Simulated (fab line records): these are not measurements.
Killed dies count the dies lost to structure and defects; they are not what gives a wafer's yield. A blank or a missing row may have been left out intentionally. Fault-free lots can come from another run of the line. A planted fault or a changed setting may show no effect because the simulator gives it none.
Struck lot and sound lot, side by side    flow sky130    14 out of 708 route steps
Sound: wafers L885.2, L885.4, L885.6. Struck: wafer L896.5 (left out: L896.4, L896.6 of the same lot, which were not struck); the cause appears at the end.
Per side, at each step with rows, come the tool, then ch with its chambers, and then its first start. Under that, the readings that differ: sound wafers    struck wafers    difference of the means    sigmas: that difference in standard deviations of wafers without a fault.
alike: readings whose means differ by less than 2 such deviations, and words and numbers that are the same on both sides. not compared: withheld readings, readings that some wafer has no value for, bounds like >300 that may hide the same value, and numbers for which the record gives no deviation and whose values overlap.
A row with sigmas, a row that says differs or no value, or rows on one side alone: a step with any of these is where the two part. Non-overlapping numbers with no deviation appear without sigmas and do not part them. A reading that every wafer of one side lacks parts them only if that side has two wafers or more.

SKY_VIA2_STRIP_16: strips in O2/N2.
  sound on plasma asher-04 ch 0,1, day 37 19:46; struck on plasma asher-04 ch 0, day 41 06:13
  alike: chamber pressure mTorr, drypump motor current A, oes product au, strip time to endpoint s
  not compared: rf hours counter h
then, 4 steps without rows for these wafers: SKY_VIA2_STRIP_17 (strips in post etch residue remover, time 1200 s); SKY_VIA2_CLEAN_18 (cleans in IPA, time 180 s); SKY_VIA2_CLEAN_19 (cleans in O3/DIW); SKY_VIA2_SPUTTER_20 (material TiN, target thk 20 nm, time 80 s).
SKY_VIA2_CVD_21: deposits W, target thk 420 nm, time 126.4 s.
  sound on cvd w-02 ch 0,1, day 37 20:25; struck on cvd w-02 ch 0, day 41 06:53
  alike: heater power w
SKY_VIA2_RS_MEAS_22: measurement is done with a four-point probe.
  sound on film metro-02, day 37 20:34; struck on film metro-03, day 41 07:02
  alike: VIA2_W_RS
SKY_VIA2_THK_MEAS_23: measures by xrf.
  sound on film metro-02, day 37 20:40; struck on film metro-03, day 41 07:07
reading          sound        struck  difference  sigmas
VIA2_W_THK (nm)  431 431 433  440     +8          +2
SKY_VIA2_CMP_24: polishes, stops on SiO2, t overpolish 20 s, target thk 0 nm.
  sound on cmp-01 ch 2,3, day 37 20:43; struck on cmp-01 ch 3, day 41 07:12
  alike: head pressure psi, motor current A, overpolish run s, time to endpoint s
SKY_METAL3_SPUTTER_00: material Ti, target thk 15 nm, time 10 s.
  sound on pvd sputter-02, day 37 21:01; struck on pvd sputter-02, day 41 07:27
  alike: throttle valve pct
SKY_METAL3_SPUTTER_01: material TiN, target thk 20 nm, time 16.7 s.
  sound on pvd sputter-02, day 37 21:02; struck on pvd sputter-02, day 41 07:28
  alike: throttle valve pct
then, 1 step without rows for these wafers: SKY_METAL3_SPUTTER_02 (material AlCu, target thk 735 nm, time 39.1 s).
SKY_METAL3_SPUTTER_03: material Ti, target thk 5 nm, time 3.3 s.
  sound on pvd sputter-02, day 37 21:07; struck on pvd sputter-02, day 41 07:32
reading                                    sound             struck  difference  sigmas
model.Ti_of_METAL3_SPUTTER_03.thk nm (nm)  4.97 5.008 5.029  2.575   -2.427      
  alike: throttle valve pct
then, 1 step without rows for these wafers: SKY_METAL3_SPUTTER_04 (material TiN, target thk 70 nm, time 58.3 s).

== WHERE THEY PART ==
Only at SKY_VIA2_THK_MEAS_23, within this record. Later steps at which nothing parts them and some readings are alike: SKY_VIA2_CMP_24, SKY_METAL3_SPUTTER_00, SKY_METAL3_SPUTTER_01, SKY_METAL3_SPUTTER_03.

WHY: the cause the simulator had injected
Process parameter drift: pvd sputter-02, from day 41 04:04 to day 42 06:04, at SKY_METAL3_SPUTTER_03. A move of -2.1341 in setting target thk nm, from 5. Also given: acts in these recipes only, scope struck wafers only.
